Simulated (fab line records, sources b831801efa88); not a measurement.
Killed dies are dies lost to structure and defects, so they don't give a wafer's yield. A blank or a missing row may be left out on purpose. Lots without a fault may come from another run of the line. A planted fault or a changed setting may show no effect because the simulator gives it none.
Which tool did it? | flow sfq_line | 7 lots, 21 wafers sampled, at 2 steps of a route of 325

WHAT THE GAUGES READ, wafer by wafer
SFQ_M0_RS_MEAS_904: measures by four-point-probe.
lot  | measured     | on            | M0_NB_RS (ohm/sq)
L644 | day 8 02:35  | film_metro-01 | 0.895 0.891 0.880
L647 | day 9 07:45  | film_metro-01 | 0.889 0.899 0.891
L649 | day 10 01:46 | film_metro-03 | 0.893 0.887 0.894
L657 | day 12 05:23 | film_metro-03 | 0.547 0.544 0.882
L659 | day 12 19:04 | film_metro-04 | 0.544 0.540 0.874
L661 | day 13 06:09 | film_metro-04 | 0.889 0.892 0.887
L664 | day 15 01:35 | film_metro-03 | 0.892 0.897 0.882

WHICH TOOL RAN EACH LOT (tool, then ch and the chambers of the sampled wafers, then the start)
lot  | SFQ_TRILAYER_M0_DEP_SPUTTER_019
L644 | pvd_sputter-04, day 8 02:30
L647 | pvd_sputter-04, day 9 07:40
L649 | pvd_sputter-04, day 10 01:40
L657 | pvd_sputter-03, day 12 05:16
L659 | pvd_sputter-03, day 12 18:58
L661 | pvd_sputter-05, day 13 06:04
L664 | pvd_sputter-05, day 15 01:28
- SFQ_TRILAYER_M0_DEP_SPUTTER_019: material Nb, target thk 200 nm, time 133.3 s.

THE ANSWER, worked out from the rows above alone
Rule: what is usual is taken from the lots themselves. Put in order of their means at a reading, lots are off if they are a third of the lots or fewer, leave a main group of 4 or more, and stand apart from it by a gap of 3 or more times the standard deviation of the main group's means; of several such gaps the widest counts. A main group whose means are all the same, to the digits that the tables above print for the reading, isn't used. A lot without any number at a reading at which 4 lots or more have one is off too. The other lots that the step has rows for count as sound.
Off: L657, L659, at SFQ_M0_RS_MEAS_904 (M0_NB_RS). The main group: mean 0.891 ohm/sq, standard deviation 0.0015.
A tool fits if, at a process step before that reading, it ran every lot that is off, and no sound lot after the first of them. The gauges at SFQ_M0_RS_MEAS_904 are tried like those tools. One fits: pvd_sputter-03 at SFQ_TRILAYER_M0_DEP_SPUTTER_019. It ran no sound lot before its first lot that is off in this sample, so the start can't be narrowed down.

WHAT THE SIMULATOR HAD PUT IN
Process parameter drift: pvd_sputter-03, from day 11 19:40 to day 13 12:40, at SFQ_TRILAYER_M0_DEP_SPUTTER_019. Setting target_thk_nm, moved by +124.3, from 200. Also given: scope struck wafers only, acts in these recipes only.
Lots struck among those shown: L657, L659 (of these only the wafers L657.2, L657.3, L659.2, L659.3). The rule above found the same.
